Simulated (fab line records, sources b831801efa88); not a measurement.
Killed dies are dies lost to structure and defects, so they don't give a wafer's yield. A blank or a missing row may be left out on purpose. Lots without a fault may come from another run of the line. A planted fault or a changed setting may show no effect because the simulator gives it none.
Which tool did it? | flow sky130 | 13 lots, 39 wafers sampled, at 6 steps of a route of 708

WHAT THE GAUGES READ, wafer by wafer
SKY_FIELD_ISO_CD_MEAS_13: target cd 150 nm. Usual: cd_nm 149.9 nm, standard deviation 1.5.
lot  | measured    | on        | cd_nm (nm)        | flag
L986 | day 2 06:25 | cd_sem-01 | 152.4 151.8 152.4 |
L987 | day 2 09:56 | cd_sem-01 | 147.4 147.8 147.0 |
L988 | day 2 15:19 | cd_sem-01 | 149.5 151.0 150.3 |
L989 | day 2 20:02 | cd_sem-01 | 148.8 148.2 147.8 |
L990 | day 3 01:57 | cd_sem-01 | 151.4 151.9 150.7 |
L991 | day 3 09:11 | cd_sem-01 | 150.6 148.7 148.9 |
L992 | day 3 18:42 | cd_sem-01 | 149.9 150.2 150.7 |
L996 | day 4 10:20 | cd_sem-02 | 148.8 148.2 148.6 |
L999 | day 5 00:42 | cd_sem-01 | 153.7 153.7 153.3 |
L102 | day 5 17:25 | cd_sem-01 | 149.9 148.5 148.9 |
L103 | day 5 22:15 | cd_sem-01 | 148.2 148.6 146.8 |
L105 | day 6 09:15 | cd_sem-02 | 150.7 150.3 150.6 |
L108 | day 6 22:29 | cd_sem-02 | 149.1 150.8 150.0 |

SKY_NWELL_TW_MEAS_26. Usual: NWELL_2_TW 496, standard deviation 3.5.
lot  | measured     | on            | NWELL_2_TW  | flag
L986 | day 5 18:32  | film_metro-03 | 496 497 498 |
L987 | day 5 18:38  | film_metro-01 | 492 493 492 |
L988 | day 6 02:20  | film_metro-03 | 487 487 489 |
L989 | day 6 02:46  | film_metro-04 | 501 498 499 |
L990 | day 6 10:32  | film_metro-04 | 498 500 500 |
L991 | day 6 14:50  | film_metro-04 | 499 501 499 |
L992 | day 7 03:56  | film_metro-04 | 497 497 499 |
L996 | day 7 22:26  | film_metro-04 | 177 176 176 | OFF
L999 | day 8 15:00  | film_metro-03 | 494 493 494 |
L102 | day 9 11:32  | film_metro-04 | 497 501 503 |
L103 | day 9 15:22  | film_metro-04 | 499 499 502 |
L105 | day 10 04:04 | film_metro-01 | 494 491 493 |
L108 | day 11 00:17 | film_metro-03 | 495 496 495 |

SKY_NWELL_RS_MEAS_31: measures by four-point-probe. Usual: PWDE_RS 5272 ohm/sq, standard deviation 18.
lot  | measured     | on            | PWDE_RS (ohm/sq) | flag
L986 | day 5 18:59  | film_metro-03 | 5250 5248 5246   |
L987 | day 5 19:06  | film_metro-04 | 5260 5263 5273   |
L988 | day 6 02:48  | film_metro-03 | 5295 5284 5271   |
L989 | day 6 03:13  | film_metro-04 | 5272 5270 5260   |
L990 | day 6 11:00  | film_metro-01 | 5288 5295 5287   |
L991 | day 6 15:17  | film_metro-03 | 5265 5260 5270   |
L992 | day 7 04:24  | film_metro-04 | 5279 5275 5283   |
L996 | day 7 22:53  | film_metro-03 | 5281 5294 5269   |
L999 | day 8 15:28  | film_metro-04 | 5260 5236 5258   |
L102 | day 9 12:00  | film_metro-04 | 5288 5269 5291   |
L103 | day 9 15:50  | film_metro-03 | 5261 5255 5269   |
L105 | day 10 04:32 | film_metro-04 | 5273 5271 5276   |
L108 | day 11 00:45 | film_metro-04 | 5285 5280 5286   |

WHICH TOOL RAN EACH LOT (tool, then ch and the chambers of the sampled wafers, then the start)
lot  | SKY_FIELD_ISO_ETCH_14             | SKY_NWELL_STRIP_14                  | SKY_NWELL_STRIP_25
L986 | rie_diel-02 ch 2,3, day 2 06:32   | plasma_asher-01 ch 0,1, day 5 00:17 | plasma_asher-01 ch 0,1, day 5 18:26
L987 | rie_diel-02 ch 0,1, day 2 10:02   | plasma_asher-02 ch 0,1, day 5 00:48 | plasma_asher-03 ch 0,1, day 5 18:32
L988 | rie_diel-03 ch 1,2, day 2 15:25   | plasma_asher-03 ch 1, day 5 08:02   | plasma_asher-03 ch 0,1, day 6 02:14
L989 | rie_diel-01 ch 0,1,2, day 2 20:08 | plasma_asher-01 ch 0,1, day 5 08:23 | plasma_asher-02 ch 0,1, day 6 02:39
L990 | rie_diel-01 ch 0,1, day 3 02:03   | plasma_asher-01 ch 0,1, day 5 15:30 | plasma_asher-02 ch 1, day 6 10:26
L991 | rie_diel-02 ch 0,2,3, day 3 09:18 | plasma_asher-03 ch 0,1, day 5 19:18 | plasma_asher-02 ch 0,1, day 6 14:44
L992 | rie_diel-02 ch 2,3, day 3 18:48   | plasma_asher-01 ch 1, day 6 08:05   | plasma_asher-03 ch 0, day 7 03:50
L996 | rie_diel-01 ch 1,2, day 4 10:27   | plasma_asher-02 ch 0,1, day 7 02:17 | plasma_asher-01 ch 0,1, day 7 22:20
L999 | rie_diel-03 ch 1,2, day 5 00:47   | plasma_asher-03 ch 0,1, day 7 18:14 | plasma_asher-01 ch 0,1, day 8 14:55
L102 | rie_diel-02 ch 1,2,3, day 5 17:31 | plasma_asher-01 ch 0,1, day 8 13:33 | plasma_asher-01 ch 0,1, day 9 11:26
L103 | rie_diel-02 ch 1,2,3, day 5 22:20 | plasma_asher-03 ch 0,1, day 8 16:47 | plasma_asher-03 ch 0,1, day 9 15:17
L105 | rie_diel-03 ch 0,1,3, day 6 09:20 | plasma_asher-02 ch 0,1, day 9 05:31 | plasma_asher-02 ch 0,1, day 10 03:58
L108 | rie_diel-01 ch 0,1,3, day 6 22:35 | plasma_asher-02 ch 0, day 10 01:12  | plasma_asher-01 ch 0,1, day 11 00:11
- SKY_FIELD_ISO_ETCH_14: etches BARC in N2/H2, stops on SiO2, time 45.9 s, target depth 60 nm.
- SKY_NWELL_STRIP_14: strips in O2/N2.
- SKY_NWELL_STRIP_25: strips in O2/N2.

WHAT THE TOOLS THEMSELVES READ (means of the sampled wafers that have a number; where no wafer has one, the mark that the record gives instead)
SKY_FIELD_ISO_ETCH_14. Usual: drypump_motor_current_A 5.7 A, standard deviation 0.41; oes_product_au 0.855 a.u., standard deviation 0.005; throttle_valve_pct 13.225 %, standard deviation 0.0088.
lot  | tool        | drypump_motor_current_A (A) | oes_product_au (a.u.) | throttle_valve_pct (%) | flag
L986 | rie_diel-02 | 5.7                         | 0.859                 | 13.231                 |
L987 | rie_diel-02 | 5.3                         | 0.858                 | 13.223                 |
L988 | rie_diel-03 | 6.0                         | 0.856                 | 13.227                 |
L989 | rie_diel-01 | 6.3                         | 0.856                 | 13.228                 |
L990 | rie_diel-01 | 6.2                         | 0.856                 | 13.217                 |
L991 | rie_diel-02 | 5.5                         | 0.859                 | 13.226                 |
L992 | rie_diel-02 | 5.7                         | 0.849                 | 13.222                 |
L996 | rie_diel-01 | 6.0                         | 0.851                 | 13.225                 |
L999 | rie_diel-03 | 5.9                         | 0.854                 | 13.223                 |
L102 | rie_diel-02 | 5.7                         | 0.853                 | 13.227                 |
L103 | rie_diel-02 | 5.7                         | 0.856                 | 13.216                 |
L105 | rie_diel-03 | 5.7                         | 0.857                 | 13.224                 |
L108 | rie_diel-01 | 5.9                         | 0.856                 | 13.223                 |

SKY_NWELL_STRIP_14. Usual: drypump_motor_current_A 5.5 A, standard deviation 0.36; oes_product_au 0.723 a.u., standard deviation 0.0049; strip_time_to_endpoint_s 36.90 s, standard deviation 0.11.
lot  | tool            | drypump_motor_current_A (A) | oes_product_au (a.u.) | strip_time_to_endpoint_s (s) | flag
L986 | plasma_asher-01 | 5.4                         | 0.727                 | 37.06                        |
L987 | plasma_asher-02 | 5.4                         | 0.724                 | 36.91                        |
L988 | plasma_asher-03 | 6.2                         | 0.725                 | 36.91                        |
L989 | plasma_asher-01 | 5.3                         | 0.723                 | 36.85                        |
L990 | plasma_asher-01 | 5.3                         | 0.719                 | 37.01                        |
L991 | plasma_asher-03 | 5.9                         | 0.724                 | 36.85                        |
L992 | plasma_asher-01 | 5.3                         | 0.724                 | 36.97                        |
L996 | plasma_asher-02 | 5.4                         | 0.964                 | -                            | OFF
L999 | plasma_asher-03 | 5.6                         | 0.720                 | 36.66                        |
L102 | plasma_asher-01 | 5.4                         | 0.724                 | 37.09                        |
L103 | plasma_asher-03 | 5.6                         | 0.721                 | 36.85                        |
L105 | plasma_asher-02 | 5.7                         | 0.723                 | 36.97                        |
L108 | plasma_asher-02 | 5.2                         | 0.724                 | 36.92                        |

SKY_NWELL_STRIP_25. Usual: drypump_motor_current_A 5.5 A, standard deviation 0.35; oes_product_au 0.722 a.u., standard deviation 0.0046; strip_time_to_endpoint_s 36.89 s, standard deviation 0.099.
lot  | tool            | drypump_motor_current_A (A) | oes_product_au (a.u.) | strip_time_to_endpoint_s (s) | flag
L986 | plasma_asher-01 | 5.4                         | 0.725                 | 36.84                        |
L987 | plasma_asher-03 | 5.6                         | 0.720                 | 36.94                        |
L988 | plasma_asher-03 | 5.6                         | 0.724                 | 36.78                        |
L989 | plasma_asher-02 | 5.7                         | 0.724                 | 37.05                        |
L990 | plasma_asher-02 | 5.9                         | 0.723                 | 36.86                        |
L991 | plasma_asher-02 | 5.4                         | 0.723                 | 37.02                        |
L992 | plasma_asher-03 | 5.3                         | 0.724                 | 36.75                        |
L996 | plasma_asher-01 | 5.3                         | 0.727                 | 46.94                        | OFF
L999 | plasma_asher-01 | 5.3                         | 0.724                 | 36.74                        |
L102 | plasma_asher-01 | 5.4                         | 0.720                 | 36.94                        |
L103 | plasma_asher-03 | 5.6                         | 0.724                 | 36.95                        |
L105 | plasma_asher-02 | 5.7                         | 0.722                 | 36.88                        |
L108 | plasma_asher-01 | 5.4                         | 0.728                 | 36.91                        |

THE ANSWER, worked out from the rows above alone
Rule: a lot is off if the mean of its wafers that have a number lies more than 3 standard deviations from the usual mean. A lot without any number at a reading at which 4 lots or more have one is off too. The other lots that the step has rows for count as sound. The gauges are gone through in route order, then the tools' own readings, and for those a lot's mean is taken as printed above. The first step at which some lot is off is used, and at that step the reading that is off furthest; a lot without a number counts as furthest.
Off: L996, at SKY_NWELL_TW_MEAS_26 (NWELL_2_TW).
A tool fits if, at a process step before that reading, it ran every lot that is off, and no sound lot after the first of them. The gauges at SKY_NWELL_TW_MEAS_26 aren't tried: what is off there is off at SKY_NWELL_STRIP_14 too, on other tools, and a gauge's error can't cause that. None of those tried fits.

WHAT THE SIMULATOR HAD PUT IN
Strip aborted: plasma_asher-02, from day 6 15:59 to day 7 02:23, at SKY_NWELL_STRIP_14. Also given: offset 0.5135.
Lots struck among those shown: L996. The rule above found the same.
